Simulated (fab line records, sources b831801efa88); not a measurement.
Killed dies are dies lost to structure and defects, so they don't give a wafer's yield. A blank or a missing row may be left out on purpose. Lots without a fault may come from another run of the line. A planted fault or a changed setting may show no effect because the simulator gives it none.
fab line records | flow sky130
record lots=7 wafers=21 last_day=49
route steps=708 shown FIELD_ISO@17 NWELL@32 DNWELL@35 PWDE@45 PAD_OPEN@708
lots that met no fault: from a run of the same line without faults
start_h: hours from the record's first day to the start of the lot's first wafer shown | wait_h: hours since the lot's step before | " the same as in the row above | L1.1+2: a row that stands for several wafers | - no value, or no start given | * or withheld: withheld | < > ~ a bound
route shown NAME@n: a module of which the file shows steps, and the number in the route of the first | usual: mean/standard deviation of fault-free wafers | same: alike in all rows | chamber/n: place in a boat | sites: the reading at each site | _std_site: their standard deviation | _edge_site: outer sites' mean less inner sites' | radius_mm: how far each site lies from the wafer's centre | mask NAME#n: copy n | behind: the tool/chamber that last shaped the wafer | hold: why the lot was held/for how many hours/how that ended | device: the transistor (n, p or np) that didn't switch | end of line: the same wafers' tests at the end of the route | a step without rows: its recipe alone | killed: dies lost to structure and defects at the first sort, not the wafer's yield | map: a wafer's dies, x killed, . not, _ none there
set.NAME: the setting as run; set.NAME@STEP: as run at that earlier step | model.NAME: the simulator's own value behind a step, which no gauge read
lots at some steps of the route; a table a step, a row a wafer
services: from which hour (start_h, from the record's first day; less than 0 if before it) a tool's chamber was out of use, for how many hours, and why
## steps
# step SKY_FIELD_ISO_STRIP_16
# recipe chemistry=O2/N2 power_w=1400 pressure_mtorr=1500 platen_temp_c=withheld o2_flow_sccm=3000 n2_flow_sccm=300 overash_fraction=0.5
# usual drypump_motor_current_A=5.5/0.35 oes_product_au=0.379/0.0048 strip_time_to_endpoint_s=3.553/0.027
# same overash_fraction=0.5
# columns lot.wafer tool chamber start_h wait_h drypump_motor_current_A oes_product_au rf_hours_counter_h strip_time_to_endpoint_s
L529.1 plasma_asher-01 0 39.96 0.0 5.7 0.381 36 3.573
L529.2 " 1 " " 4.9 0.380 36 3.588
L529.5 " 1 " " 4.9 0.377 - 3.551
L531.1 plasma_asher-01 0 49.00 0.0 5.7 0.373 37 3.575
L531.4 " 1 " " 4.9 0.379 - 3.554
L531.6 " 0 " " 5.7 0.377 - 3.509
L532.2 plasma_asher-03 0 55.93 0.0 5.3 0.386 37 3.526
L532.3 " 1 " " 5.9 0.375 - 3.593
L532.6 " 1 " " 5.9 0.380 - 3.562
L533.2 plasma_asher-03 1 61.70 0.0 5.9 0.386 37 3.532
L533.3 " 0 " " 5.3 0.373 - 3.532
L533.5 " 0 " " 5.3 0.384 - 3.528
L536.3 plasma_asher-01 0 76.08 0.1 5.7 0.378 - 3.590
L536.4 " 1 " " 5.0 0.384 - 3.564
L536.5 " 0 " " 5.7 0.378 - 3.566
L540.2 plasma_asher-03 0 99.45 0.0 5.3 0.374 41 3.546
L540.3 " 1 " " 5.9 0.374 - 3.552
L540.5 " 0 " " 5.3 0.371 - 3.546
L541.3 plasma_asher-02 1 104.27 0.1 5.4 0.375 - 3.535
L541.4 " 0 " " 5.1 0.388 - 3.574
L541.5 " 1 " " 5.3 0.372 - 3.540
# step SKY_FIELD_ISO_ETCH_17
# recipe target_depth_a=3420 mask_material=Si3N4 chemistry=HBr/Cl2/O2 target=Si taper_deg=5 icp_w=600 bias_w=150 pressure_mtorr=15 HBr_flow_sccm=150 Cl2_flow_sccm=40 O2_flow_sccm=6 time_s=97.7
# usual O2_flow_sccm=5.996/0.02 drypump_motor_current_A=5.6/0.49 oes_product_au=0.995/0.008 rf_fwd_power_W=596.1/2.1 throttle_valve_pct=25.660/0.011
# columns lot.wafer tool chamber start_h wait_h O2_flow_sccm drypump_motor_current_A oes_product_au rf_fwd_power_W rf_hours_counter_h throttle_valve_pct
L529.1 rie_si-01 0 40.06 0.1 5.987 5.3 0.999 595.5 136 25.650
L529.2 " 3 " " 5.976 5.1 1.008 596.0 44 25.662
L529.5 " 1 " " 5.998 5.5 0.990 592.2 - 25.666
L531.1 rie_si-02 2 49.10 0.1 5.959 5.0 0.991 597.4 33 25.643
L531.4 " 0 " " 6.019 6.0 1.010 593.7 4 25.648
L531.6 " 0 " " 6.016 6.1 0.983 595.1 - 25.664
L532.2 rie_si-02 1 56.03 0.1 5.961 5.4 0.995 598.1 102 25.653
L532.3 " 0 " " 6.018 6.1 0.989 591.4 4 25.668
L532.6 " 0 " " 6.026 6.1 0.997 593.9 - 25.661
L533.2 rie_si-01 2 61.80 0.1 6.007 6.5 0.991 596.3 130 25.675
L533.3 " 0 " " 5.993 5.3 0.994 593.0 136 25.658
L533.5 " 3 " " 5.997 5.1 0.992 596.4 - 25.661
L536.3 rie_si-02 1 76.15 0.0 6.000 5.5 0.992 596.4 102 25.656
L536.4 " 3 " " 6.004 5.8 0.987 598.6 96 25.659
L536.5 " 1 " " 6.011 5.4 1.007 598.0 - 25.650
L540.2 rie_si-02 2 99.55 0.1 5.982 5.0 0.980 597.8 33 25.659
L540.3 " 3 " " 5.980 5.8 0.976 597.2 97 25.652
L540.5 " 2 " " 6.006 5.0 0.992 597.6 - 25.668
L541.3 rie_si-01 3 104.33 0.0 5.961 5.1 1.006 593.7 45 25.666
L541.4 " 1 " " 6.030 5.5 0.992 597.3 9 25.648
L541.5 " 0 " " 5.964 5.3 0.999 595.6 - 25.666
# step SKY_FIELD_ISO_WET_ETCH_18
# recipe chemistry=H3PO4 target_depth_nm=25 temp_c=160 target=Si3N4 time_s=286
# step SKY_FIELD_ISO_CLEAN_19
# recipe chemistry=SC1/SC2 mix=1:4:20 temp_c=70 time_s=150
# step SKY_FIELD_ISO_CLEAN_20
# recipe chemistry=dHF time_s=20 dilution=100:1
# step SKY_FIELD_ISO_WET_ETCH_21
# recipe chemistry=dHF dilution=100:1 target_depth_nm=20 dry=ipa_marangoni target=SiO2 temp_c=25 time_s=412.2
# step SKY_FIELD_ISO_OXIDATION_22
# recipe temp_c=950 ambient=O2 stabilise_s=600 purge_s=300 target_thk_a=100 ox_time_s=623
# step SKY_FIELD_ISO_THK_MEAS_23
# recipe reads=SiO2_of_FIELD_ISO_OXIDATION_22
# usual FIELD_ISO_OXIDATION_01_THK=10.03/0.19
# columns lot.wafer tool chamber start_h wait_h FIELD_ISO_OXIDATION_01_THK[nm]
L529.1 film_metro-02 - 46.60 0.0 10.26
L529.2 " - " " 10.08
L529.5 " - " " 10.10
L531.1 film_metro-03 - 54.25 0.0 9.62
L531.4 " - " " 9.60
L531.6 " - " " 9.75
L532.2 film_metro-04 - 59.60 0.0 10.02
L532.3 " - " " 9.86
L532.6 " - " " 9.81
L533.2 film_metro-03 - 69.56 0.0 9.65
L533.3 " - " " 9.72
L533.5 " - " " 9.89
L536.3 film_metro-02 - 79.40 0.0 10.14
L536.4 " - " " 10.01
L536.5 " - " " 10.02
L540.2 film_metro-02 - 102.90 0.0 9.80
L540.3 " - " " 10.00
L540.5 " - " " 10.01
L541.3 film_metro-03 - 105.88 0.0 10.08
L541.4 " - " " 10.31
L541.5 " - " " 10.39
# step SKY_FIELD_ISO_CVD_24
# recipe material=SiO2 target_thk_nm=595 temp_c=650 sigma_open_frac=0.3 time_s=99.2 sih4_flow_sccm=60 pressure_mtorr=6
# step SKY_FIELD_ISO_THK_MEAS_25
# recipe reads=SiO2_of_FIELD_ISO_CVD_24
# usual FIELD_ISO_CVD_24_THK=595/5.7
# columns lot.wafer tool chamber start_h wait_h FIELD_ISO_CVD_24_THK[nm]
L529.1 film_metro-03 - 46.73 0.0 595
L529.2 " - " " 595
L529.5 " - " " 597
L531.1 film_metro-04 - 54.38 0.0 584
L531.4 " - " " 587
L531.6 " - " " 598
L532.2 film_metro-02 - 59.73 0.0 597
L532.3 " - " " 588
L532.6 " - " " 591
L533.2 film_metro-02 - 69.69 0.0 598
L533.3 " - " " 597
L533.5 " - " " 588
L536.3 film_metro-03 - 79.53 0.1 597
L536.4 " - " " 598
L536.5 " - " " 594
L540.2 film_metro-04 - 103.03 0.0 592
L540.3 " - " " 599
L540.5 " - " " 600
L541.3 film_metro-04 - 106.01 0.1 596
L541.4 " - " " 595
L541.5 " - " " 592
# step SKY_FIELD_ISO_ANNEAL_26
# recipe temp_c=1000 time_s=1800 ambient=N2
# step SKY_FIELD_ISO_CMP_27
# recipe stop_on=Si3N4 t_overpolish_s=16 down_force_psi=4 platen_rpm=60 target_thk_nm=457.8 pad_velocity_m_s=0.94248
# usual edge_zone_pressure_frac=0.999/0.0053 motor_current_A=12.9/2.1 overpolish_run_s=15.999/0.0088 time_to_endpoint_s=112/3
# columns lot.wafer tool chamber start_h wait_h edge_zone_pressure_frac motor_current_A overpolish_run_s time_to_endpoint_s
L529.2 cmp-02 2 55.00 0.0 0.998 16.4 16.009 113
L529.1 " 1 " " 0.996 11.0 15.998 116
L529.5 " 3 " " 1.004 12.8 16.012 113
L531.1 cmp-01 2 58.03 0.0 1.001 16.6 16.003 110
L531.4 " 1 " " 0.996 10.5 15.991 107
L531.6 " 2 " " 1.001 16.3 16.007 114
L532.2 cmp-01 0 64.07 0.1 1.000 10.1 16.001 109
L532.3 " 2 " " 1.012 16.4 16.002 111
L532.6 " 0 " " 0.991 10.6 16.003 111
L533.3 cmp-02 0 76.83 0.0 1.002 13.0 16.004 113
L533.2 " 2 " " 1.000 16.1 16.005 111
L533.5 " 0 " " 1.002 13.5 15.997 106
L536.3 cmp-02 1 83.52 0.0 0.991 11.4 15.995 114
L536.4 " 2 " " 0.993 16.3 15.986 108
L536.5 " 1 " " 0.997 10.6 15.999 108
L540.2 cmp-01 3 104.58 0.0 1.000 12.4 16.013 109
L540.3 " 2 " " 0.999 16.2 15.989 116
L540.5 " 3 " " 1.001 12.2 15.991 113
L541.3 cmp-02 1 108.87 0.0 1.001 11.0 15.993 108
L541.4 " 2 " " 1.001 16.2 15.996 109
L541.5 " 2 " " 1.000 15.6 15.991 107
# step SKY_FIELD_ISO_WET_ETCH_28
# recipe chemistry=dHF target_depth_nm=23.7 target=SiO2 dilution=10:1 temp_c=25 time_s=47
# columns lot.wafer tool chamber start_h wait_h
L529.1+2+5 wet_bench-01 3 55.30 0.1
L531.1+4+6 wet_bench-01 1 58.33 0.2
L532.2+3+6 wet_bench-01 0 64.32 0.2
L533.2+3+5 wet_bench-01 0 77.13 0.1
L536.3+4+5 wet_bench-01 1 83.82 0.2
L540.2+3+5 wet_bench-04 0 104.88 0.2
L541.3+4+5 wet_bench-03 1 109.17 0.2
# step SKY_FIELD_ISO_WET_ETCH_29
# recipe chemistry=H3PO4 target_depth_nm=160 target=Si3N4 temp_c=160 time_s=1825
# step SKY_FIELD_ISO_WET_ETCH_30
# recipe chemistry=dHF target_depth_nm=25 target=SiO2 dilution=10:1 temp_c=25 time_s=50
# step SKY_NWELL_CLEAN_00
# recipe chemistry=SC1/SC2 mix=1:4:20 temp_c=70 time_s=150 dry=n2_spin
# step SKY_NWELL_OXIDATION_01
# recipe temp_c=900 ambient=O2 stabilise_s=600 purge_s=300 target_thk_a=100 ox_time_s=1418
# step SKY_NWELL_THK_MEAS_02
# recipe reads=SiO2_of_NWELL_OXIDATION_01
# usual NWELL_OXIDATION_THK=10.01/0.2
# columns lot.wafer tool chamber start_h wait_h NWELL_OXIDATION_THK[nm]
L529.1 film_metro-02 - 59.43 0.0 9.96
L529.2 " - " " 10.19
L529.5 " - " " 10.05
L531.1 film_metro-01 - 62.52 0.0 9.77
L531.4 " - " " 9.87
L531.6 " - " " 9.97
L532.2 film_metro-04 - 72.48 0.0 9.93
L532.3 " - " " 9.76
L532.6 " - " " 9.80
L533.2 film_metro-02 - 80.78 0.0 10.15
L533.3 " - " " 10.07
L533.5 " - " " 10.13
L536.3 film_metro-02 - 85.96 0.0 9.90
L536.4 " - " " 10.10
L536.5 " - " " 10.15
L540.2 film_metro-02 - 107.57 0.0 10.06
L540.3 " - " " 9.96
L540.5 " - " " 10.22
L541.3 film_metro-01 - 112.71 0.0 10.31
L541.4 " - " " 10.49
L541.5 " - " " 10.66
# step SKY_DNWELL_DEHYDRATE_00
# recipe temp_c=200 time_s=60
# step SKY_DNWELL_HMDS_01
# recipe prime_time_s=60 prime_temp_c=120
# step SKY_DNWELL_COAT_02
# recipe spin_rpm=2000 resist_thk_nm=3000
# step SKY_DNWELL_SOFTBAKE_03
# recipe temp_c=110 time_s=withheld
# step SKY_DNWELL_EXPOSE_04
# recipe mask_id=DNM na=0.57 target_cd_nm=3000 dose_mj=222
# step SKY_DNWELL_PEB_05
# recipe temp_c=115 time_s=withheld
# step SKY_DNWELL_DEVELOP_06
# recipe wall_angle_deg=90 developer=TMAH develop_time_s=62.68 dev_temp_c=23
# step SKY_DNWELL_IMPLANT_07
# recipe species=P energy_kev=withheld dose_cm2=withheld tilt_deg=withheld
# step SKY_DNWELL_STRIP_08
# recipe chemistry=O2/N2 power_w=1400 pressure_mtorr=1500 platen_temp_c=withheld o2_flow_sccm=3000 n2_flow_sccm=300 overash_fraction=0.5
# usual drypump_motor_current_A=5.7/0.45 oes_product_au=0.723/0.0046 strip_time_to_endpoint_s=36.94/0.11
# same overash_fraction=0.5
# columns lot.wafer tool chamber start_h wait_h drypump_motor_current_A oes_product_au rf_hours_counter_h strip_time_to_endpoint_s
L529.1 plasma_asher-03 1 75.14 0.1 5.9 0.723 39 36.96
L529.2 " 0 " " 5.3 0.721 39 36.76
L529.5 " 0 " " 5.3 0.720 - 36.80
L531.1 plasma_asher-04 0 77.90 0.1 6.1 0.723 26 36.98
L531.4 " 1 " " 6.2 0.723 - 37.05
L531.6 " 1 " " 6.2 0.714 - 36.99
L532.2 plasma_asher-03 0 87.00 0.1 5.3 0.724 40 36.87
L532.3 " 1 " " 5.9 0.716 - 36.73
L532.6 " 0 " " 5.3 0.725 - 36.77
L533.2 plasma_asher-01 0 97.34 0.1 5.8 0.726 42 36.97
L533.3 " 0 " " 5.8 0.715 - 36.98
L533.5 " 0 " " 5.8 0.724 - 36.90
L536.3 plasma_asher-04 1 103.42 0.1 6.2 0.726 - 36.96
L536.4 " 0 " " 6.1 0.720 - 36.99
L536.5 " 1 " " 6.2 0.730 - 36.86
L540.2 plasma_asher-04 0 124.83 0.1 6.1 0.723 31 36.92
L540.3 " 0 " " 6.1 0.722 - 36.86
L540.5 " 1 " " 6.2 0.728 - 36.88
L541.3 plasma_asher-01 0 130.52 0.1 5.7 0.723 - 36.90
L541.4 " 1 " " 5.0 0.721 - 36.92
L541.5 " 1 " " 5.0 0.718 - 36.91
# step SKY_DNWELL_TW_MEAS_09
# usual DNWELL_TW=1128/13
# columns lot.wafer tool chamber start_h wait_h DNWELL_TW
L529.1 film_metro-01 - 75.24 0.1 1135
L529.2 " - " " 1136
L529.5 " - " " 1133
L531.1 film_metro-01 - 78.00 0.1 1142
L531.4 " - " " 1140
L531.6 " - " " 1142
L532.2 film_metro-04 - 87.11 0.1 1114
L532.3 " - " " 1120
L532.6 " - " " 1116
L533.2 film_metro-01 - 97.45 0.1 1135
L533.3 " - " " 1134
L533.5 " - " " 1131
L536.3 film_metro-04 - 103.51 0.1 1117
L536.4 " - " " 1108
L536.5 " - " " 1110
L540.2 film_metro-02 - 124.94 0.1 1127
L540.3 " - " " 1124
L540.5 " - " " 1124
L541.3 film_metro-02 - 130.61 0.1 1124
L541.4 " - " " 1129
L541.5 " - " " 1123
# step SKY_PWDE_DEHYDRATE_00
# recipe temp_c=200 time_s=60
# step SKY_PWDE_HMDS_01
# recipe prime_time_s=60 prime_temp_c=120
# step SKY_PWDE_COAT_02
# recipe spin_rpm=2000 resist_thk_nm=3000
# step SKY_PWDE_SOFTBAKE_03
# recipe temp_c=110 time_s=withheld
# step SKY_PWDE_EXPOSE_04
# recipe mask_id=PWDEM na=0.6 source_shape=conventional sigma_outer=0.6 polarization=unpolarized target_cd_nm=840 dose_mj=214
# step SKY_PWDE_PEB_05
# recipe temp_c=115 time_s=withheld
# step SKY_PWDE_DEVELOP_06
# recipe wall_angle_deg=90 developer=TMAH develop_time_s=60 dev_temp_c=23
# step SKY_PWDE_OVL_MEAS_07
# usual PWDE_OVL=1.0/1.7
# columns lot.wafer tool chamber start_h wait_h PWDE_OVL[nm]
L529.1 overlay-02 - 90.95 - -1.0
L529.2 " - " " 0.3
L529.5 " - " " -1.1
L531.1 overlay-02 - 93.46 - -0.4
L531.4 " - " " -1.3
L531.6 " - " " -1.0
L532.2 overlay-02 - 104.76 - 0.3
L532.3 " - " " -0.7
L532.6 " - " " -1.0
L533.2 overlay-01 - 114.93 - 3.1
L533.3 " - " " 2.5
L533.5 " - " " 2.9
L536.3 overlay-02 - 121.18 - 0.5
L536.4 " - " " -0.7
L536.5 " - " " -1.7
L540.2 overlay-01 - 143.94 - -0.7
L540.3 " - " " 1.7
L540.5 " - " " 0.8
L541.3 overlay-02 - 149.80 - 1.0
L541.4 " - " " 0.6
L541.5 " - " " 2.0
# step SKY_PWDE_IMPLANT_08
# recipe species=B energy_kev=150 dose_cm2=3.6e+12 tilt_deg=withheld
# step SKY_PWDE_STRIP_09
# recipe chemistry=O2/N2 power_w=1400 pressure_mtorr=1500 platen_temp_c=withheld o2_flow_sccm=3000 n2_flow_sccm=300 overash_fraction=0.5
# usual drypump_motor_current_A=5.8/0.41 oes_product_au=0.723/0.0045 strip_time_to_endpoint_s=36.93/0.099
# same overash_fraction=0.5
# columns lot.wafer tool chamber start_h wait_h drypump_motor_current_A oes_product_au rf_hours_counter_h strip_time_to_endpoint_s
L529.1 plasma_asher-02 0 91.14 0.1 5.1 0.718 40 36.93
L529.2 " 1 " " 5.4 0.711 40 36.98
L529.5 " 0 " " 5.1 0.718 - 36.92
L531.1 plasma_asher-02 1 93.65 0.1 5.4 0.728 40 36.91
L531.4 " 0 " " 5.1 0.716 - 36.95
L531.6 " 1 " " 5.3 0.728 - 37.04
L532.2 plasma_asher-03 0 104.94 0.1 5.3 0.723 42 37.06
L532.3 " 0 " " 5.3 0.732 - 36.84
L532.6 " 0 " " 5.3 0.720 - 37.00
L533.2 plasma_asher-04 1 115.22 0.1 6.1 0.726 30 36.97
L533.3 " 1 " " 6.1 0.725 - 36.88
L533.5 " 0 " " 6.1 0.722 - 36.84
L536.3 plasma_asher-02 0 121.38 0.1 5.1 0.732 - 36.86
L536.4 " 1 " " 5.4 0.723 - 36.78
L536.5 " 1 " " 5.3 0.720 - 36.88
L540.2 plasma_asher-03 0 144.12 0.1 5.3 0.720 3 36.82
L540.3 " 1 " " 5.9 0.716 - 36.80
L540.5 " 1 " " 5.9 0.730 - 36.88
L541.3 plasma_asher-04 0 150.01 0.1 6.1 0.723 - 36.98
L541.4 " 1 " " 6.1 0.725 - 37.05
L541.5 " 1 " " 6.1 0.724 - 37.02
# step SKY_PWDE_TW_MEAS_10
# usual PWDE_TW=377/4.8
# columns lot.wafer tool chamber start_h wait_h PWDE_TW
L529.1 film_metro-01 - 91.24 0.1 380
L529.2 " - " " 381
L529.5 " - " " 383
L531.1 film_metro-01 - 93.75 0.1 382
L531.4 " - " " 384
L531.6 " - " " 380
L532.2 film_metro-04 - 105.05 0.1 375
L532.3 " - " " 372
L532.6 " - " " 374
L533.2 film_metro-01 - 115.33 0.1 382
L533.3 " - " " 385
L533.5 " - " " 381
L536.3 film_metro-01 - 121.47 0.1 382
L536.4 " - " " 385
L536.5 " - " " 384
L540.2 film_metro-04 - 144.23 0.1 371
L540.3 " - " " 369
L540.5 " - " " 372
L541.3 film_metro-04 - 150.13 0.1 372
L541.4 " - " " 373
L541.5 " - " " 373
# step SKY_NWELL_DEHYDRATE_03
# recipe temp_c=200 time_s=60
# step SKY_NWELL_HMDS_04
# recipe prime_time_s=60 prime_temp_c=120
# step SKY_NWELL_COAT_05
# recipe spin_rpm=2000 resist_thk_nm=3000
# step SKY_PAD_OPEN_PROBE_99
# usual killed_at_M0_to_M3=44/7.4 killed_at_M4_up=3.2/2 killed_at_contacts=24/5.1 killed_at_front_end=15/4.8 killed_at_other=0.2/0.46 killed_dies=86/10 killed_open=47/7.5 killed_short=39/7
# same gross_dies=492 killed_at_back_side=0
# columns lot.wafer tool chamber start_h wait_h killed_at_M0_to_M3 killed_at_M4_up killed_at_contacts killed_at_front_end killed_at_other killed_dies killed_open killed_short
L531.1 prober-02 - 1096.85 0.1 49 0 22 17 0 88 53 35
L531.4 prober-02 - 1097.00 0.2 38 0 17 12 1 68 36 32
L531.6 prober-02 - 1097.10 0.2 55 3 24 14 0 96 58 38
L532.2 prober-02 - 1117.75 0.1 41 1 19 81 0 142 46 43
L532.3 prober-02 - 1117.80 0.2 43 2 31 61 0 137 49 41
L532.6 prober-02 - 1117.95 0.2 44 2 11 67 0 124 34 33
L533.2 prober-01 - 1128.82 0.1 30 4 31 59 0 124 42 31
L533.3 prober-01 - 1128.87 0.2 45 0 20 56 0 121 50 30
L533.5 prober-01 - 1128.97 0.2 30 1 30 65 0 126 37 33
L536.3 prober-01 - 1135.83 0.2 28 2 20 64 0 114 39 26
L536.4 prober-01 - 1135.88 0.2 45 4 21 69 0 139 45 41
L536.5 prober-01 - 1135.93 0.2 54 1 15 74 0 144 50 43
L540.2 prober-02 - 1163.76 0.1 61 5 26 13 0 105 53 52
L540.3 prober-02 - 1163.81 0.2 49 2 21 10 0 82 49 32
L540.5 prober-02 - 1163.91 0.2 52 0 20 14 0 86 47 39
L541.3 prober-01 - 1169.31 0.2 46 3 16 12 1 78 50 27
L541.4 prober-01 - 1169.36 0.2 57 5 25 18 1 106 61 45
L541.5 prober-01 - 1169.41 0.2 41 4 20 18 0 83 43 40
# killed by level:class
L531.1 VIA1:geometric_particle:open=17 CONTACT:geometric_particle:open=7 METAL1:geometric_particle:short=7 LI_CONTACT:geometric_particle:open=6 VIA3:geometric_particle:open=6 CONTACT:geometric_particle:short=6 FIELD_ISO:geometric_particle:open=5 VIA1:geometric_particle:short=4
L531.4 VIA1:geometric_particle:short=8 CONTACT:geometric_particle:open=6 VIA2:geometric_particle:open=6 VIA1:geometric_particle:open=5 VIA3:geometric_particle:open=5 METAL2:geometric_particle:short=4 FIELD_ISO:geometric_particle:open=3 POLY_GATE:geometric_particle:short=3
L531.6 VIA2:geometric_particle:open=14 CONTACT:geometric_particle:open=11 VIA1:geometric_particle:open=9 METAL1:geometric_particle:short=7 VIA3:geometric_particle:open=7 POLY_GATE:geometric_particle:open=6 METAL2:geometric_particle:short=5 LOCAL_INTERCONNECT:geometric_particle:short=4
L532.2 FIELD_ISO:unspecified=53 VIA1:geometric_particle:open=12 POLY_GATE:geometric_particle:short=9 CONTACT:geometric_particle:open=7 FIELD_ISO:geometric_particle:open=6 FIELD_ISO:geometric_particle:short=5 LI_CONTACT:geometric_particle:open=5 VIA1:geometric_particle:short=5
L532.3 FIELD_ISO:unspecified=47 LI_CONTACT:geometric_particle:open=9 CONTACT:geometric_particle:open=9 VIA1:geometric_particle:open=9 VIA2:geometric_particle:open=8 METAL1:geometric_particle:short=7 VIA3:geometric_particle:open=6 FIELD_ISO:geometric_particle:short=5
L532.6 FIELD_ISO:unspecified=57 VIA1:geometric_particle:open=12 VIA2:geometric_particle:open=9 FIELD_ISO:geometric_particle:short=6 VIA1:geometric_particle:short=4 METAL2:geometric_particle:short=4 VIA2:geometric_particle:short=4 CONTACT:geometric_particle:short=3
L533.2 FIELD_ISO:unspecified=51 CONTACT:geometric_particle:open=11 LI_CONTACT:geometric_particle:open=9 METAL1:geometric_particle:short=7 VIA3:geometric_particle:open=7 POLY_GATE:geometric_particle:open=6 CONTACT:geometric_particle:short=6 VIA1:geometric_particle:open=5
L533.3 FIELD_ISO:unspecified=41 LI_CONTACT:geometric_particle:open=8 VIA1:geometric_particle:short=8 VIA3:geometric_particle:open=7 VIA1:geometric_particle:open=7 CONTACT:geometric_particle:open=6 VIA2:geometric_particle:open=6 POLY_GATE:geometric_particle:open=5
L533.5 FIELD_ISO:unspecified=56 CONTACT:geometric_particle:open=12 CONTACT:geometric_particle:short=8 VIA2:geometric_particle:open=6 LI_CONTACT:geometric_particle:open=5 VIA1:geometric_particle:open=5 VIA1:geometric_particle:short=4 LOCAL_INTERCONNECT:geometric_particle:short=4
L536.3 FIELD_ISO:unspecified=49 CONTACT:geometric_particle:open=11 FIELD_ISO:geometric_particle:open=7 VIA2:geometric_particle:open=5 LI_CONTACT:geometric_particle:open=4 VIA1:geometric_particle:open=4 FIELD_ISO:geometric_particle:short=3 LOCAL_INTERCONNECT:geometric_particle:short=3
L536.4 FIELD_ISO:unspecified=53 VIA1:geometric_particle:open=11 CONTACT:geometric_particle:open=10 FIELD_ISO:geometric_particle:short=7 VIA3:geometric_particle:open=7 VIA1:geometric_particle:short=7 LOCAL_INTERCONNECT:geometric_particle:short=5 METAL2:geometric_particle:short=5
L536.5 FIELD_ISO:unspecified=51 VIA1:geometric_particle:open=14 VIA1:geometric_particle:short=8 CONTACT:geometric_particle:open=7 METAL1:geometric_particle:short=7 FIELD_ISO:geometric_particle:open=6 FIELD_ISO:geometric_particle:short=5 VIA2:geometric_particle:open=5
L540.2 VIA3:geometric_particle:open=11 VIA1:geometric_particle:open=10 METAL1:geometric_particle:short=10 VIA1:geometric_particle:short=10 LI_CONTACT:geometric_particle:open=8 CONTACT:geometric_particle:short=7 FIELD_ISO:geometric_particle:open=5 CONTACT:geometric_particle:open=5
L540.3 VIA2:geometric_particle:open=13 VIA1:geometric_particle:open=11 CONTACT:geometric_particle:open=9 LI_CONTACT:geometric_particle:open=7 METAL1:geometric_particle:short=5 VIA1:geometric_particle:short=4 VIA2:geometric_particle:short=4 FIELD_ISO:geometric_particle:short=3
L540.5 VIA2:geometric_particle:open=11 VIA1:geometric_particle:open=10 CONTACT:geometric_particle:open=9 METAL1:geometric_particle:short=9 METAL2:geometric_particle:short=5 FIELD_ISO:geometric_particle:open=4 LI_CONTACT:geometric_particle:short=4 LI_CONTACT:geometric_particle:open=4
L541.3 VIA1:geometric_particle:open=12 VIA2:geometric_particle:open=9 VIA3:geometric_particle:open=9 CONTACT:geometric_particle:open=7 METAL2:geometric_particle:short=6 LI_CONTACT:geometric_particle:open=4 VIA1:geometric_particle:short=4 FIELD_ISO:geometric_particle:short=3
L541.4 VIA1:geometric_particle:open=16 VIA3:geometric_particle:open=10 LI_CONTACT:geometric_particle:open=9 FIELD_ISO:geometric_particle:short=7 FIELD_ISO:geometric_particle:open=7 CONTACT:geometric_particle:open=7 METAL2:geometric_particle:short=7 VIA1:geometric_particle:short=6
L541.5 VIA1:geometric_particle:open=16 FIELD_ISO:geometric_particle:short=8 CONTACT:geometric_particle:open=8 METAL2:geometric_particle:short=6 FIELD_ISO:geometric_particle:open=5 VIA1:geometric_particle:short=5 METAL4:geometric_particle:short=4 CONTACT:geometric_particle:short=4
# map L532.2 (x killed, . not)
__________..x..x...x_________
________......x.x....._______
______.x...x.......x..xx_____
_____..x...x.xx..x....xx.____
____..........x........x..___
___...x...x...........x..x.__
__...x.x...x......x..xxx...._
_.....x.x..x...xx............
_xxx...x........xx.xx...x.x..
_.xx............xxxxxx.x.....
_x....x....x....xxxxxx.......
_..........xx.xxxxxxxxxx.....
_......x..x.xxxxxxxxxxx......
_..x..........xxxxxxxxxxxx...
_.x.............xxxxxx.xxx.x.
__.......x...xx.xxxx.x.xx..x_
___x......x.....x.x........__
____...........x.......x..___
_____.....x..xx...x.x.x..____
______.................._____
________..xx.x..x....._______
__________x..x..x..._________
# map L533.5 (x killed, . not)
__________.........._________
________........x...x._______
______...x...xx.x.x....x_____
_____x..x...xxx..........____
____.......x..x......x..x.___
___.......x.......x.x.x....__
__x....x...xx........xx...x._
_..................x....x....
_.....xxx.........x......x..x
_.............x.x.xxxxx......
_..............xxxxxx...x....
_.x......x.....xxxxxxxx.x....
_.....x....x..xxxxxxxxxxx.xxx
_..........x..xxxxxxxxxxx...x
_......x.......xxxxxxxx......
__.x........x....xxxx......._
___x.....x...x..x.....x...x__
____......xx.....x...xx...___
_____....x.....x..x....x.____
______x...x.x....x...x.._____
________............x._______
__________.........._________
## services
# columns tool chamber start_h hours kind
cmp-02 - 18.85 1.7 repair
cmp-02 - 36.66 0.7 repair
cmp-02 - 37.49 0.3 repair
rie_si-02 - 50.24 2.8 pm
wet_bench-04 - 53.59 24.5 pm
cmp-02 - 61.40 0.3 repair
cmp-02 - 64.00 4.0 pm
cmp-02 - 68.00 - consumable_replace:conditioner
cmp-02 - 68.00 - consumable_replace:pad
plasma_asher-01 - 79.77 2.8 pm
cmp-01 - 80.22 2.0 repair
cmp-01 - 83.45 0.9 repair
cmp-02 - 96.17 3.0 pm
plasma_asher-02 - 98.71 0.9 repair
plasma_asher-03 - 108.75 9.0 pm
plasma_asher-03 0 108.75 9.0 vent_cycle
plasma_asher-03 1 108.75 9.0 vent_cycle
plasma_asher-03 - 109.89 1.5 repair
cmp-01 - 111.96 5.1 pm
plasma_asher-03 0 117.75 - clean
plasma_asher-03 1 117.75 - clean
cmp-01 - 119.91 0.6 repair
plasma_asher-01 - 137.26 1.7 repair
rie_si-01 0 137.99 - clean
## key
first_sign step=SKY_PAD_OPEN_PROBE_99 reading=killed_at_front_end direction=up sigmas=11 usual=15 struck=66
effect step=SKY_PAD_OPEN_PROBE_99 reading=killed_dies direction=up sigmas=4.3 usual=86 struck=130
met_at SKY_FIELD_ISO_WET_ETCH_28
struck_wafers L532.2,L532.3,L532.6,L533.2,L533.3,L533.5,L536.3,L536.4,L536.5
tester_left_out L532,L533,L536
onset_between 58.33 64.32
fault kind=chamber_particle_source tool=wet_bench-01 chamber=- onset_h=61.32 steps=SKY_FIELD_ISO_WET_ETCH_28 rate_per_visit_cm2=0.83743 end_h=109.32
# tester_left_out: of these lots the tester's yield and bins aren't shown, on N5 and GAA mostly nor the transistor test; their killed dies are dies lost to structure and defects alone, not to doping, threshold or leakage, so they don't give the yield
